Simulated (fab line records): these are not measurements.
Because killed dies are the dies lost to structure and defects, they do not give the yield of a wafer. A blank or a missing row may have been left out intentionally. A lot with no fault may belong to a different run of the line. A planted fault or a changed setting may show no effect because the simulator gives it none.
Chamber matching | flow sky130 | SKY_POLY_GATE_ETCH_17 on rieSi-02: 4 sister chambers
The step etches poly-Si in HBr/Cl2, stops on SiO2, target depth 180 nm, time 70.5 s. 14 wafers are shown with their chamber, then 7 later ones without.

EACH WAFER AND ITS CHAMBER
wafer  | chamber | drypumpMotorCurrentA (A) | oesProductAu (a.u.) | throttleValvePct (%)
L464.3 | 3       | 5.3                      | 0.988               | 33.681
L464.4 | 3       | 5.3                      | 0.995               | 33.667
L464.5 | 2       | 6.3                      | 0.976               | 33.700
L466.1 | 1       | 6.6                      | 0.975               | 33.670
L466.4 | 2       | 6.4                      | 0.989               | 33.669
L466.5 | 0       | 5.2                      | 0.992               | 33.689
L472.2 | 0       | 5.2                      | 0.983               | 33.672
L472.4 | 1       | 6.6                      | 0.968               | 33.691
L472.5 | 1       | 6.6                      | 0.965               | 33.686
L474.2 | 0       | 5.2                      | 0.976               | 33.688
L474.3 | 2       | 6.4                      | 0.978               | 33.684
L474.4 | 3       | 5.3                      | 0.981               | 33.698
L478.2 | 0       | 5.2                      | 0.986               | 33.683
L478.4 | 3       | 5.3                      | 0.987               | 33.684

SIGNATURES, as means of the wafers listed above
reading              | chamber 0 | chamber 1 | chamber 2 | chamber 3 | scatter within a chamber
drypumpMotorCurrentA | 5.200     | 6.600     | 6.367     | 5.300     | 0.0258
oesProductAu         | 0.98425   | 0.96933   | 0.98100   | 0.98775   | 0.00618
throttleValvePct     | 33.68300  | 33.68233  | 33.68433  | 33.68250  | 0.0118
Rule: distance of a wafer from a chamber = root of the sum over the readings of ((wafer's reading minus chamber's mean) / reading's scatter) squared. The wafer belongs to the nearest chamber; if the next one is less than 2 further off, it can't be placed. How the scatter is found: for the shown wafers, subtract from each reading the mean of its chamber, square and add these, divide the total by (wafers less chambers), then take the root.

WAFERS WITH NO CHAMBER GIVEN
wafer  | drypumpMotorCurrentA (A) | oesProductAu (a.u.) | throttleValvePct (%)
L478.6 | 6.4                      | 0.971               | 33.679
L484.1 | 5.2                      | 0.989               | 33.677
L484.2 | 5.3                      | 0.982               | 33.674
L484.3 | 6.7                      | 0.977               | 33.683
L486.3 | 6.6                      | 0.973               | 33.678
L486.4 | 6.4                      | 0.978               | 33.699
L486.5 | 6.6                      | 0.976               | 33.673

WHICH CHAMBER EACH WENT THROUGH
wafer  | from the rows above | in truth
L478.6 | 2                   | 2
L484.1 | 0                   | 0
L484.2 | 3                   | 3
L484.3 | 1                   | 1
L486.3 | 1                   | 1
L486.4 | 2                   | 2
L486.5 | 1                   | 1
Correctly placed: 7 of 7. Left unplaced by these rows: 0. Placed wrongly: 0.
